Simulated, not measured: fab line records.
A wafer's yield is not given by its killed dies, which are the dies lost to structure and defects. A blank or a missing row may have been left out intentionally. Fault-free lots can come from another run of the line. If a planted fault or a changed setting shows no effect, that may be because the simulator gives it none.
fab line records	flow sky130
record lots=6	wafers=18	last-day=49
route steps=708 shown SONOS_ONO@176 GATE_OXIDE@187 POLY_GATE@204 PAD_OPEN@708
lots untouched by any fault: they come from a run of this same line in which no faults occurred
start-h: hours from the record's first day to the start of the lot's first wafer shown	wait-h: time in hours since the lot's previous step	" same as the row above	L1.1+2: a row that stands for several wafers	- no value present, or no start provided	* or withheld: withheld	< > ~ a bound
route shown NAME@n: NAME is a module with steps in the file, n the number in the route of the first one	usual: average and standard deviation across the fault-free wafers	same: alike in all rows	chamber/n: place in a boat	sites: per-site readings	_std_site: how widely they spread, as a standard deviation	_edge_site: inner sites' mean taken away from outer sites' mean	radius-mm: how far each site lies from the wafer's centre	mask NAME#n: copy n	behind: tool/chamber where the wafer was last shaped	hold: the reason the lot was held/the length of the hold in hours/how it ended	device: which transistor (n, p or np) failed to switch	end of line: at the end of the route, the tests of the same wafers	a step with no rows: only its recipe	killed: dies that structure and defects cost at the first sort, which is not the same as the wafer's yield	map: shows each die of a wafer: x if killed, . if not, _ if none is there
set.NAME: setting as actually run; set.NAME@STEP: the setting as run at that earlier step	model.NAME: the simulator's own value behind a step, which no gauge read
lots at selected steps of the route; one table per step, one row per wafer
services: the hour from which a tool's chamber was out of use, counted from the record's first day as start-h (under 0 if before that day), plus the number of hours and why
## steps
# step SKY_SONOS_ONO_COAT_08
# recipe resist=NOVOLAK	spin-rpm=3000	resist-thk-nm=1140
# step SKY_SONOS_ONO_SOFTBAKE_09
# recipe temp-c=90	time-s=60	resist=NOVOLAK
# step SKY_SONOS_ONO_EXPOSE_10
# recipe mask-id=ONOM	target-cd-nm=410	na=0.6	source-shape=conventional	sigma-outer=0.6	dose-mj=150
# step SKY_SONOS_ONO_PEB_11
# recipe temp-c=withheld	time-s=*	resist=NOVOLAK
# step SKY_SONOS_ONO_DEVELOP_12
# recipe develop-time-s=60	dev-temp-c=23
# step SKY_SONOS_ONO_CD_MEAS_13
# recipe target-cd-nm=410
# usual cd-nm=409.9/2
lot.wafer	tool	chamber	start-h	wait-h	cd-nm
L994.2	cd-sem-02	-	280.84	0.1	408.2
L994.3	"	-	"	"	410.5
L994.4	"	-	"	"	406.8
L998.4	cd-sem-02	-	299.87	0.1	411.2
L998.5	"	-	"	"	411.4
L998.6	"	-	"	"	411.2
L100.1	cd-sem-01	-	312.67	0.1	409.2
L100.2	"	-	"	"	409.3
L100.6	"	-	"	"	408.5
L105.1	cd-sem-01	-	353.77	0.1	412.8
L105.2	"	-	"	"	413.8
L105.4	"	-	"	"	411.3
L108.1	cd-sem-02	-	392.21	0.1	412.7
L108.4	"	-	"	"	412.5
L108.5	"	-	"	"	411.6
L111.1	cd-sem-01	-	407.07	0.1	410.4
L111.3	"	-	"	"	410.9
L111.6	"	-	"	"	409.3
# step SKY_SONOS_ONO_OVL_MEAS_14
# usual SONOS_ONO_OVL=0.8/1.7
lot.wafer	tool	chamber	start-h	wait-h	SONOS_ONO_OVL[nm]
L994.2	overlay-02	-	280.94	0.1	1.9
L994.3	"	-	"	"	-0.4
L994.4	"	-	"	"	3.3
L998.4	overlay-01	-	299.95	0.1	1.6
L998.5	"	-	"	"	-0.4
L998.6	"	-	"	"	0.9
L100.1	overlay-02	-	312.79	0.1	-1.0
L100.2	"	-	"	"	-1.1
L100.6	"	-	"	"	-1.4
L105.1	overlay-01	-	353.89	0.1	0.6
L105.2	"	-	"	"	1.0
L105.4	"	-	"	"	-0.6
L108.1	overlay-02	-	392.33	0.1	3.0
L108.4	"	-	"	"	1.8
L108.5	"	-	"	"	1.6
L111.1	overlay-01	-	407.19	0.1	4.5
L111.3	"	-	"	"	2.9
L111.6	"	-	"	"	3.6
# step SKY_SONOS_ONO_ETCH_15
# recipe target-depth-nm=19.52	chemistry=CHF3/O2	source-w=600	bias-w=200	pressure-mtorr=40	chf3-flow-sccm=50	O2_flow_sccm=5	time-s=7.8
# usual bias-w=200.1/0.54	chf3-flow-sccm=49.98/0.15	drypump-motor-current-A=5.7/0.43	oes-product-au=0.997/0.0096	throttle-valve-pct=8.823/0.0086
lot.wafer	tool	chamber	start-h	wait-h	bias-w	chf3-flow-sccm	drypump-motor-current-A	oes-product-au	rf-hours-counter-h	throttle-valve-pct
L994.2	rie-diel-03	1	280.97	0.0	199.2	50.11	5.6	1.000	87	8.827
L994.3	"	0	"	"	200.3	49.74	5.1	1.012	109	8.828
L994.4	"	3	"	"	200.4	50.20	5.9	1.006	16	8.830
L998.4	rie-diel-03	0	299.97	0.0	199.9	50.03	5.1	1.023	109	8.814
L998.5	"	2	"	"	200.3	50.00	6.3	1.007	-	8.822
L998.6	"	1	"	"	200.2	49.69	5.6	1.004	-	8.819
L100.1	rie-diel-01	1	312.83	0.0	201.1	49.70	5.4	0.989	2	8.831
L100.2	"	0	"	"	200.4	49.77	6.4	0.992	4	8.822
L100.6	"	3	"	"	199.8	49.82	5.0	0.993	-	8.813
L105.1	rie-diel-01	1	353.93	0.0	199.4	50.10	5.4	0.984	3	8.808
L105.2	"	3	"	"	200.3	49.72	5.1	1.008	7	8.838
L105.4	"	1	"	"	200.6	50.20	5.3	0.994	-	8.827
L108.1	rie-diel-02	3	392.37	0.0	200.0	49.89	6.3	1.007	4	8.833
L108.4	"	1	"	"	200.1	50.08	5.3	0.988	5	8.829
L108.5	"	1	"	"	199.9	49.93	5.3	0.991	-	8.822
L111.1	rie-diel-02	1	407.22	0.0	199.9	49.84	5.3	0.985	6	8.820
L111.3	"	2	"	"	200.0	49.92	6.1	0.987	55	8.810
L111.6	"	1	"	"	200.0	49.55	5.3	0.989	-	8.811
# step SKY_SONOS_ONO_WET_ETCH_16
# recipe chemistry=dHF	target-depth-nm=14	dry=n2-spin	target=SiO2	dilution=100:1	temp-c=25	time-s=280
# step SKY_SONOS_ONO_STRIP_17
# recipe chemistry=O2/N2	power-w=1400	pressure-mtorr=1500	platen-temp-c=withheld	o2-flow-sccm=3000	n2-flow-sccm=300	overash-fraction=0.5
# usual drypump-motor-current-A=6.0/0.3	oes-product-au=0.710/0.0043	strip-time-to-endpoint-s=14.10/0.041
# same overash-fraction=0.5
lot.wafer	tool	chamber	start-h	wait-h	drypump-motor-current-A	oes-product-au	rf-hours-counter-h	strip-time-to-endpoint-s
L994.2	plasma-asher-01	1	281.09	0.0	5.9	0.712	60	14.09
L994.3	"	0	"	"	6.4	0.717	-	14.11
L994.4	"	1	"	"	5.9	0.710	-	14.11
L998.4	plasma-asher-01	0	300.11	0.0	6.4	0.714	-	14.05
L998.5	"	1	"	"	5.9	0.703	-	14.01
L998.6	"	0	"	"	6.4	0.716	-	14.04
L100.1	plasma-asher-01	0	312.93	0.0	6.4	0.705	63	14.11
L100.2	"	1	"	"	5.9	0.716	63	14.15
L100.6	"	0	"	"	6.4	0.716	-	14.06
L105.1	plasma-asher-01	1	354.03	0.0	5.9	0.709	68	14.18
L105.2	"	0	"	"	6.4	0.715	68	14.14
L105.4	"	0	"	"	6.4	0.706	-	14.12
L108.1	plasma-asher-02	0	392.47	0.0	5.8	0.707	26	14.12
L108.4	"	1	"	"	5.6	0.714	-	14.15
L108.5	"	1	"	"	5.6	0.710	-	14.14
L111.1	plasma-asher-02	1	407.33	0.0	5.6	0.710	27	14.09
L111.3	"	1	"	"	5.6	0.713	-	14.07
L111.6	"	0	"	"	5.8	0.705	-	14.15
# step SKY_SONOS_ONO_WET_ETCH_18
# recipe chemistry=H3PO4	target-depth-nm=15	target=Si3N4	temp-c=160	time-s=172
# step SKY_GATE_OXIDE_CLEAN_00
# recipe chemistry=SC1/SC2	mix=1:4:20	temp-c=70	time-s=150	dry=n2-spin
# step SKY_GATE_OXIDE_OXIDATION_01
# recipe temp-c=900	ambient=O2	stabilise-s=600	purge-s=300	target-thk-a=102.68	ox-time-s=1473
# usual spike-tc-bottom-C=917.9/2	spike-tc-centre-C=900.4/1.1	spike-tc-lower-C=901.1/1.2	spike-tc-top-C=908.4/0.96	spike-tc-upper-C=900.4/1	tube-center-temp-C=900/0.084	tube_center_temp_C_max=902.4/0.39
# same ox-time-s=1473
lot.wafer	tool	chamber	start-h	wait-h	spike-tc-bottom-C	spike-tc-centre-C	spike-tc-lower-C	spike-tc-top-C	spike-tc-upper-C	tube-center-temp-C	tube_center_temp_C_max	model.SiO2_of_GATE_OXIDE_OXIDATION_01.thk-nm
L994.2	furnace-01	0	281.29	0.0	913.3	901.2	901.3	908.6	899.3	899.83	903.3	10.55
L994.3	"	0	"	"	916.4	900.1	899.4	908.4	900.2	900.01	902.2	10.53
L994.4	"	0	"	"	914.2	899.4	899.9	908.3	899.1	899.92	902.3	10.4
L998.4	furnace-02	0	301.47	1.2	899.0	878.6	881.2	887.7	880.7	879.37	881.6	8.005
L998.5	"	0	"	"	899.6	881.1	881.7	887.3	880.1	879.36	881.6	8.015
L998.6	"	0	"	"	898.2	878.4	880.1	887.7	880.8	879.35	882.1	8.098
L100.1	furnace-02	0	313.54	0.4	897.9	879.3	879.7	888.8	880.9	879.25	881.8	7.976
L100.2	"	0	"	"	898.4	880.7	880.8	888.7	880.6	879.37	882.2	8.024
L100.6	"	0	"	"	899.3	878.9	879.6	886.5	881.5	879.27	881.7	8.13
L105.1	furnace-01	0	355.30	1.1	915.3	898.2	899.2	909.5	899.1	899.93	902.6	10.41
L105.2	"	0	"	"	916.9	900.3	901.1	906.5	901.1	899.98	901.7	10.52
L105.4	"	0	"	"	914.8	900.4	899.4	908.9	901.2	900.09	902.2	10.33
L108.1	furnace-02	0	393.71	1.0	919.4	899.5	903.6	908.1	900.0	899.81	901.5	10.5
L108.4	"	0	"	"	918.5	897.7	899.6	909.3	901.4	900.06	902.5	10.6
L108.5	"	0	"	"	918.1	899.9	901.6	908.8	901.1	899.93	901.9	10.62
L111.1	furnace-02	0	408.53	1.0	918.9	901.7	900.4	906.9	899.5	900.02	902.1	10.34
L111.3	"	0	"	"	917.4	901.5	902.5	907.4	900.7	899.86	901.6	10.39
L111.6	"	0	"	"	919.3	898.3	902.8	910.0	899.6	900.07	902.1	10.52
# step SKY_GATE_OXIDE_THK_MEAS_02
# recipe reads=SiO2_of_GATE_OXIDE_OXIDATION_01
# usual GATE_OXIDE_OXIDATION_00_THK=10.35/0.15
lot.wafer	tool	chamber	start-h	wait-h	GATE_OXIDE_OXIDATION_00_THK[nm]
L994.2	film-metro-03	-	282.71	0.0	10.52
L994.3	"	-	"	"	10.54
L994.4	"	-	"	"	10.39
L998.4	film-metro-02	-	302.91	0.0	8.02
L998.5	"	-	"	"	8.05
L998.6	"	-	"	"	8.09
L100.1	film-metro-03	-	314.95	0.0	7.97
L100.2	"	-	"	"	8.02
L100.6	"	-	"	"	8.10
L105.1	film-metro-03	-	356.71	0.0	10.40
L105.2	"	-	"	"	10.52
L105.4	"	-	"	"	10.33
L108.1	film-metro-03	-	395.12	0.0	10.48
L108.4	"	-	"	"	10.59
L108.5	"	-	"	"	10.62
L111.1	film-metro-04	-	409.94	0.0	10.36
L111.3	"	-	"	"	10.38
L111.6	"	-	"	"	10.58
# step SKY_GATE_OXIDE_DEHYDRATE_03
# recipe temp-c=200	time-s=60
# step SKY_GATE_OXIDE_HMDS_04
# recipe prime-time-s=60	prime-temp-c=120
# step SKY_GATE_OXIDE_COAT_05
# recipe resist=NOVOLAK	spin-rpm=3000	resist-thk-nm=1140
# step SKY_GATE_OXIDE_SOFTBAKE_06
# recipe temp-c=90	time-s=60	resist=NOVOLAK
# step SKY_GATE_OXIDE_EXPOSE_07
# recipe mask-id=LVOM	na=0.6	source-shape=conventional	sigma-outer=0.6	polarization=unpolarized	target-cd-nm=600	dose-mj=170
# step SKY_GATE_OXIDE_PEB_08
# recipe temp-c=withheld	time-s=*	resist=NOVOLAK
# step SKY_GATE_OXIDE_DEVELOP_09
# recipe resist=NOVOLAK	developer=TMAH	develop-time-s=60	dev-temp-c=23
# step SKY_GATE_OXIDE_OVL_MEAS_10
# usual GATE_OXIDE_OVL=-0.1/1.5
lot.wafer	tool	chamber	start-h	wait-h	GATE_OXIDE_OVL[nm]
L994.2	overlay-02	-	300.58	0.1	1.6
L994.3	"	-	"	"	2.6
L994.4	"	-	"	"	1.3
L998.4	overlay-01	-	323.75	0.1	-1.8
L998.5	"	-	"	"	-0.9
L998.6	"	-	"	"	-2.6
L100.1	overlay-02	-	339.73	0.1	1.0
L100.2	"	-	"	"	-1.9
L100.6	"	-	"	"	0.5
L105.1	overlay-01	-	384.37	0.1	-0.3
L105.2	"	-	"	"	-0.9
L105.4	"	-	"	"	2.2
L108.1	overlay-02	-	425.03	0.1	-1.7
L108.4	"	-	"	"	-0.4
L108.5	"	-	"	"	-0.6
L111.1	overlay-02	-	440.27	0.1	-2.6
L111.3	"	-	"	"	-3.9
L111.6	"	-	"	"	-3.5
# step SKY_GATE_OXIDE_IMPLANT_11
# recipe species=B	energy-kev=10	dose-cm2=2.6e+12	tilt-deg=withheld
# step SKY_GATE_OXIDE_WET_ETCH_12
# recipe chemistry=dHF	target-depth-nm=16.8	dry=n2-spin	target=SiO2	dilution=100:1	temp-c=25	time-s=336
# step SKY_GATE_OXIDE_STRIP_13
# recipe chemistry=O2/N2	power-w=1400	pressure-mtorr=1500	platen-temp-c=withheld	o2-flow-sccm=3000	n2-flow-sccm=300	overash-fraction=0.5
# usual drypump-motor-current-A=5.9/0.36	oes-product-au=0.715/0.0044	strip-time-to-endpoint-s=14.19/0.045
# same overash-fraction=0.5
lot.wafer	tool	chamber	start-h	wait-h	drypump-motor-current-A	oes-product-au	rf-hours-counter-h	strip-time-to-endpoint-s
L994.2	plasma-asher-01	1	300.86	0.0	5.9	0.714	62	14.27
L994.3	"	0	"	"	6.4	0.722	-	14.26
L994.4	"	1	"	"	5.9	0.713	-	14.26
L998.4	plasma-asher-04	1	324.15	0.0	5.9	0.718	-	14.14
L998.5	"	0	"	"	5.3	0.722	-	14.16
L998.6	"	1	"	"	5.8	0.719	-	14.16
L100.1	plasma-asher-01	1	340.03	0.0	5.9	0.718	66	14.16
L100.2	"	0	"	"	6.4	0.718	66	14.18
L100.6	"	0	"	"	6.4	0.723	-	14.20
L105.1	plasma-asher-02	0	384.66	0.0	5.8	0.717	25	14.15
L105.2	"	1	"	"	5.6	0.717	25	14.19
L105.4	"	0	"	"	5.8	0.719	-	14.16
L108.1	plasma-asher-01	0	425.32	0.0	6.4	0.715	75	14.17
L108.4	"	1	"	"	5.9	0.719	-	14.16
L108.5	"	1	"	"	5.9	0.716	-	14.17
L111.1	plasma-asher-04	0	440.56	0.0	5.3	0.714	60	14.26
L111.3	"	1	"	"	5.8	0.719	-	14.26
L111.6	"	1	"	"	5.8	0.713	-	14.22
# step SKY_GATE_OXIDE_TW_MEAS_14
# usual GATE_OXIDE_TW=225.1/1
lot.wafer	tool	chamber	start-h	wait-h	GATE_OXIDE_TW
L994.2	film-metro-02	-	300.97	0.1	223.8
L994.3	"	-	"	"	226.2
L994.4	"	-	"	"	224.4
L998.4	film-metro-04	-	324.25	0.1	224.9
L998.5	"	-	"	"	226.3
L998.6	"	-	"	"	225.9
L100.1	film-metro-03	-	340.13	0.1	227.5
L100.2	"	-	"	"	226.8
L100.6	"	-	"	"	227.6
L105.1	film-metro-02	-	384.76	0.1	223.6
L105.2	"	-	"	"	224.3
L105.4	"	-	"	"	224.1
L108.1	film-metro-04	-	425.42	0.1	225.0
L108.4	"	-	"	"	224.7
L108.5	"	-	"	"	224.6
L111.1	film-metro-02	-	440.66	0.1	223.2
L111.3	"	-	"	"	223.9
L111.6	"	-	"	"	224.9
# step SKY_GATE_OXIDE_CLEAN_15
# recipe chemistry=SC1/SC2	mix=1:4:20	temp-c=70	time-s=150	dry=n2-spin
# step SKY_GATE_OXIDE_OXIDATION_16
# recipe temp-c=800	ambient=O2	idle-temp-c=700	ramp-up-c-per-min=10	ramp-down-c-per-min=3	stabilise-s=600	purge-s=300	target-thk-a=35.7	ox-time-s=1915
# usual ox-temp-c=800.0/0.38	spike-tc-bottom-C=818.6/2	spike-tc-centre-C=800.5/1.1	spike-tc-lower-C=801.2/1.3	spike-tc-top-C=810.6/0.95	spike-tc-upper-C=800.3/1	tube-center-temp-C=800/0.07	tube_center_temp_C_max=802.1/0.32
# same ox-time-s=1915
lot.wafer	tool	chamber	start-h	wait-h	ox-temp-c	spike-tc-bottom-C	spike-tc-centre-C	spike-tc-lower-C	spike-tc-top-C	spike-tc-upper-C	tube-center-temp-C	tube_center_temp_C_max	model.SiO2_of_GATE_OXIDE_OXIDATION_01.thk-nm
L994.2	furnace-02	0	302.88	1.8	799.7	819.3	801.8	801.3	811.0	799.3	799.98	801.7	11.89
L994.3	"	0	"	"	799.5	820.3	802.5	799.9	810.6	802.3	799.91	801.7	11.82
L994.4	"	0	"	"	799.4	819.5	801.5	801.4	809.7	799.0	800.06	802.9	11.75
L998.4	furnace-01	0	326.07	1.7	800.5	816.9	800.8	799.6	811.2	798.9	800.09	802.2	9.564
L998.5	"	0	"	"	800.1	816.8	800.0	801.4	808.0	800.1	800.07	802.3	9.611
L998.6	"	0	"	"	800.6	816.1	799.4	800.3	811.2	800.8	800.14	802.0	9.639
L100.1	furnace-01	0	340.51	0.3	799.8	815.1	799.6	800.0	810.8	800.1	800.07	802.1	9.574
L100.2	"	0	"	"	800.1	816.0	800.1	799.1	808.7	798.8	799.94	802.1	9.692
L100.6	"	0	"	"	799.7	816.0	798.7	801.0	810.4	797.7	800.04	801.7	9.74
L105.1	furnace-01	0	385.59	0.7	799.9	816.6	799.4	801.3	810.6	800.0	799.98	801.9	11.79
L105.2	"	0	"	"	800.0	816.2	801.8	802.0	810.8	799.6	799.98	802.0	11.88
L105.4	"	0	"	"	800.0	817.7	799.6	800.7	811.0	799.1	800.05	802.1	11.74
L108.1	furnace-01	0	427.54	2.0	800.7	817.1	800.9	799.2	810.1	799.8	800.01	802.0	11.86
L108.4	"	0	"	"	800.7	815.2	800.0	800.2	810.5	799.9	800.01	801.8	11.94
L108.5	"	0	"	"	799.7	818.5	800.3	799.7	811.6	799.5	799.97	802.4	11.96
L111.1	furnace-02	0	445.82	5.1	799.9	818.1	800.8	799.3	810.8	800.6	799.98	802.3	11.62
L111.3	"	0	"	"	800.2	819.1	799.8	803.6	810.7	799.9	799.86	801.9	11.67
L111.6	"	0	"	"	800.0	819.9	802.2	801.9	809.8	799.4	799.95	802.3	11.76
# step SKY_POLY_GATE_CVD_00
# recipe material=poly-Si	target-thk-nm=180	temp-c=620	time-s=720	pressure-mtorr=200
# step SKY_PAD_OPEN_PROBE_99
# usual killed_at_M0_to_M3=44/7.1	killed_at_M4_up=3.3/1.8	killed-at-contacts=24/5.1	killed-at-front-end=16/4.7	killed-at-other=0.3/0.52	killed-dies=87/9.7	killed-open=47/6.8	killed-short=39/6.7
# same gross-dies=492	killed-at-back-side=0
lot.wafer	tool	chamber	start-h	wait-h	killed_at_M0_to_M3	killed_at_M4_up	killed-at-contacts	killed-at-front-end	killed-at-other	killed-dies	killed-open	killed-short	model.etest.nfet_16v.r-on-ohm-um	model.etest.pfet_16v.r-on-ohm-um	model.etest.pfet-g5v0d10v5.r-on-ohm-um	model.etest.tip-sonos.rs-ohm-sq	model.etest.nfet-g5v0d10v5.r-on-ohm-um	model.etest.nfet-g5v0d10v5.drive-ua-um	model.etest.pfet_01v8.r-on-ohm-um	model.etest.nfet_05v0_nvt.drive-ua-um
L994.2	prober-02	-	1073.44	0.1	27	6	21	10	0	64	29	35	1.397e+04	1.564e+04	4803	2624	1876	600	3040	569.4
L994.3	prober-02	-	1073.49	0.2	47	4	17	8	0	76	42	34	1.388e+04	1.53e+04	4853	2623	1896	599.5	3012	571.6
L994.4	prober-02	-	1073.54	0.2	55	2	21	7	0	85	48	37	1.377e+04	1.528e+04	4804	2602	1876	605	3024	575.9
L998.4	prober-01	-	1089.39	0.2	39	2	24	13	1	79	41	38	1.28e+04	1.456e+04	4239	2242	1682	735.7	2823	690.2
L998.5	prober-01	-	1089.44	0.2	46	7	22	15	0	90	49	40	1.273e+04	1.426e+04	4239	2243	1691	735.2	2869	690.7
L998.6	prober-01	-	1089.49	0.2	48	5	23	16	0	92	48	44	1.284e+04	1.437e+04	4296	2260	1684	731	2871	677
L100.1	prober-01	-	1102.70	0.1	46	3	32	15	0	96	54	42	1.299e+04	1.536e+04	4354	2285	1696	728.9	2781	680.5
L100.2	prober-01	-	1102.75	0.1	44	1	12	13	0	70	41	28	1.299e+04	1.499e+04	4287	2308	1707	725.2	2861	672.4
L100.6	prober-01	-	1102.95	0.2	52	2	14	17	0	85	41	44	1.289e+04	1.48e+04	4312	2315	1702	723.8	2843	674.3
L105.1	prober-02	-	1134.59	0.1	41	6	20	20	1	88	45	43	1.419e+04	1.5e+04	4734	2660	1896	601.4	2953	572.9
L105.2	prober-02	-	1134.64	0.1	35	2	31	26	0	94	49	45	1.428e+04	1.512e+04	4829	2749	1925	593.5	2957	565.8
L105.4	prober-02	-	1134.74	0.2	35	2	27	18	2	84	61	23	1.412e+04	1.497e+04	4746	2668	1896	603.4	2975	571.7
L108.1	prober-01	-	1156.95	0.1	59	5	17	20	0	101	55	46	1.43e+04	1.47e+04	4748	2718	1907	590.9	2870	569.2
L108.4	prober-01	-	1157.10	0.2	33	1	25	24	0	83	45	38	1.425e+04	1.524e+04	4717	2759	1883	589.3	2788	567.2
L108.5	prober-01	-	1157.15	0.2	46	5	25	15	0	91	51	40	1.424e+04	1.484e+04	4712	2752	1922	586.2	2832	565.7
L111.1	prober-01	-	1171.47	0.1	46	5	25	14	0	90	55	35	1.428e+04	1.526e+04	4792	2635	1895	604.7	2848	574.3
L111.3	prober-01	-	1171.57	0.2	45	3	31	12	1	92	51	41	1.406e+04	1.574e+04	4709	2650	1888	602.8	2785	574.3
L111.6	prober-01	-	1171.72	0.2	52	8	14	10	0	84	42	42	1.42e+04	1.585e+04	4813	2640	1894	602.2	2849	569
# killed by level:class
L994.2 LOCAL_INTERCONNECT:geometric-particle:short=7 LI_CONTACT:geometric-particle:open=6 VIA1:geometric-particle:open=6 CONTACT:geometric-particle:open=5 VIA1:geometric-particle:short=5 METAL4:geometric-particle:short=5 POLY_GATE:geometric-particle:short=3 METAL2:geometric-particle:short=3
L994.3 VIA1:geometric-particle:open=11 CONTACT:geometric-particle:open=8 VIA1:geometric-particle:short=7 LOCAL_INTERCONNECT:geometric-particle:short=5 METAL2:geometric-particle:open=5 METAL2:geometric-particle:short=5 VIA2:geometric-particle:open=4 METAL3:geometric-particle:short=4
L994.4 VIA1:geometric-particle:open=13 VIA3:geometric-particle:open=11 VIA2:geometric-particle:open=8 CONTACT:geometric-particle:open=8 METAL1:geometric-particle:short=6 VIA1:geometric-particle:short=5 METAL2:geometric-particle:short=5 LI_CONTACT:geometric-particle:open=4
L998.4 CONTACT:geometric-particle:open=9 METAL2:geometric-particle:short=9 CONTACT:geometric-particle:short=8 METAL1:geometric-particle:short=6 VIA2:geometric-particle:open=6 POLY_GATE:geometric-particle:open=4 LI_CONTACT:geometric-particle:open=4 VIA1:geometric-particle:open=4
L998.5 LI_CONTACT:geometric-particle:open=8 VIA1:geometric-particle:open=8 VIA3:geometric-particle:open=8 VIA2:geometric-particle:open=8 CONTACT:geometric-particle:open=6 VIA1:geometric-particle:short=6 METAL1:geometric-particle:short=5 FIELD_ISO:geometric-particle:short=4
L998.6 VIA1:geometric-particle:open=10 VIA2:geometric-particle:open=9 METAL2:geometric-particle:short=7 VIA3:geometric-particle:open=7 LI_CONTACT:geometric-particle:open=6 FIELD_ISO:geometric-particle:open=5 LI_CONTACT:geometric-particle:short=5 CONTACT:geometric-particle:short=5
L100.1 VIA1:geometric-particle:open=13 LI_CONTACT:geometric-particle:open=13 CONTACT:geometric-particle:open=9 VIA2:geometric-particle:open=8 LI_CONTACT:geometric-particle:short=6 VIA1:geometric-particle:short=6 FIELD_ISO:geometric-particle:short=4 POLY_GATE:geometric-particle:short=4
L100.2 VIA1:geometric-particle:open=11 VIA2:geometric-particle:open=7 POLY_GATE:geometric-particle:open=6 METAL1:geometric-particle:short=5 VIA3:geometric-particle:open=5 VIA2:geometric-particle:short=4 LI_CONTACT:geometric-particle:open=4 CONTACT:geometric-particle:short=3
L100.6 METAL1:geometric-particle:short=9 VIA1:geometric-particle:open=9 VIA3:geometric-particle:open=8 CONTACT:geometric-particle:open=7 METAL2:geometric-particle:short=6 VIA1:geometric-particle:short=6 FIELD_ISO:geometric-particle:open=5 FIELD_ISO:geometric-particle:short=4
L105.1 METAL2:geometric-particle:short=8 POLY_GATE:geometric-particle:open=7 LI_CONTACT:geometric-particle:open=7 CONTACT:geometric-particle:open=7 VIA1:geometric-particle:open=7 VIA3:geometric-particle:open=6 VIA2:geometric-particle:open=6 FIELD_ISO:geometric-particle:short=5
L105.2 CONTACT:geometric-particle:open=11 VIA1:geometric-particle:open=10 FIELD_ISO:geometric-particle:short=8 CONTACT:geometric-particle:short=7 FIELD_ISO:geometric-particle:open=6 POLY_GATE:geometric-particle:short=6 VIA1:geometric-particle:short=6 LI_CONTACT:geometric-particle:open=5
L105.4 CONTACT:geometric-particle:open=11 VIA1:geometric-particle:open=10 LI_CONTACT:geometric-particle:open=8 VIA3:geometric-particle:open=7 FIELD_ISO:geometric-particle:open=5 POLY_GATE:geometric-particle:open=5 METAL1:geometric-particle:open=4 POLY_GATE:geometric-particle:short=3
L108.1 VIA1:geometric-particle:open=15 METAL2:geometric-particle:short=12 VIA2:geometric-particle:open=10 POLY_GATE:geometric-particle:open=8 VIA1:geometric-particle:short=7 CONTACT:geometric-particle:open=6 VIA3:geometric-particle:open=6 FIELD_ISO:geometric-particle:open=4
L108.4 CONTACT:geometric-particle:open=8 FIELD_ISO:geometric-particle:open=7 VIA1:geometric-particle:open=7 FIELD_ISO:geometric-particle:short=6 LI_CONTACT:geometric-particle:open=6 LOCAL_INTERCONNECT:geometric-particle:short=6 VIA1:geometric-particle:short=5 CONTACT:geometric-particle:short=4
L108.5 VIA1:geometric-particle:open=11 LI_CONTACT:geometric-particle:open=8 CONTACT:geometric-particle:open=7 VIA2:geometric-particle:open=7 LOCAL_INTERCONNECT:geometric-particle:short=6 METAL1:geometric-particle:short=6 METAL2:geometric-particle:short=5 VIA3:geometric-particle:open=5
L111.1 LI_CONTACT:geometric-particle:open=11 VIA1:geometric-particle:open=10 VIA2:geometric-particle:open=9 CONTACT:geometric-particle:open=7 POLY_GATE:geometric-particle:open=5 LOCAL_INTERCONNECT:geometric-particle:short=5 METAL2:geometric-particle:short=5 VIA1:geometric-particle:short=5
L111.3 LI_CONTACT:geometric-particle:open=14 VIA1:geometric-particle:open=14 CONTACT:geometric-particle:open=8 CONTACT:geometric-particle:short=7 METAL1:geometric-particle:short=7 VIA3:geometric-particle:open=6 METAL2:geometric-particle:short=5 VIA3:geometric-particle:short=4
L111.6 VIA1:geometric-particle:open=9 METAL1:geometric-particle:short=7 VIA2:geometric-particle:open=7 LI_CONTACT:geometric-particle:open=6 VIA1:geometric-particle:short=6 VIA3:geometric-particle:open=5 FIELD_ISO:geometric-particle:short=4 METAL1:geometric-particle:open=4
## services
tool	chamber	start-h	hours	kind
furnace-01	-	269.35	3.2	pm
rie-diel-01	0	286.38	7.4	repair
furnace-02	-	308.29	4.1	pm
rie-diel-01	3	322.78	1.5	repair
rie-diel-02	0	331.67	5.5	repair
rie-diel-03	3	337.42	22.5	repair
plasma-asher-02	-	342.33	14.6	pm
rie-diel-01	0	350.68	11.2	repair
furnace-01	-	372.98	2.7	pm
rie-diel-02	-	381.99	0.6	repair
rie-diel-03	0	400.19	-	clean
rie-diel-03	0	400.19	22.0	scheduled-down
rie-diel-03	0	400.19	22.0	vent-cycle
rie-diel-01	3	406.16	7.1	repair
rie-diel-01	0	407.09	8.8	repair
furnace-01	-	434.70	19.9	pm
rie-diel-03	-	443.09	14.6	pm
## key
first-sign step=SKY_GATE_OXIDE_OXIDATION_01	reading=tube-center-temp-C	direction=down	sigmas=99+	usual=*	struck=*
effect step=SKY_GATE_OXIDE_OXIDATION_01	reading=tube_center_temp_C_max	direction=down	sigmas=53	usual=*	struck=*
effect step=SKY_GATE_OXIDE_THK_MEAS_02	reading=GATE_OXIDE_OXIDATION_00_THK	direction=down	sigmas=15	usual=10.35	struck=8.04
model-effect step=SKY_GATE_OXIDE_OXIDATION_01	value=SiO2_of_GATE_OXIDE_OXIDATION_01.thk-nm	without=10.18	struck=8.041
model-effect step=SKY_GATE_OXIDE_OXIDATION_16	value=SiO2_of_GATE_OXIDE_OXIDATION_01.thk-nm	without=11.6	struck=9.637
model-effect step=SKY_PAD_OPEN_PROBE_99	value=etest.nfet_16v.r-on-ohm-um	without=1.403e+04	struck=1.287e+04
met-at SKY_GATE_OXIDE_OXIDATION_01
struck-wafers L998.4,L998.5,L998.6,L100.1,L100.2,L100.6
tester-left-out L998,L100
fault kind=process-parameter-drift	tool=furnace-02	chamber=-	onset-h=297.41	steps=SKY_GATE_OXIDE_OXIDATION_01	channel=temp-c	offset=*	shape=step	end-h=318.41	acts-in=*	stated=*
# tester-left-out: of these lots the tester's yield and bins aren't shown, on N5 and GAA mostly nor the transistor test; their killed dies are dies lost to structure and defects alone, not to doping, threshold or leakage, so they don't give the yield
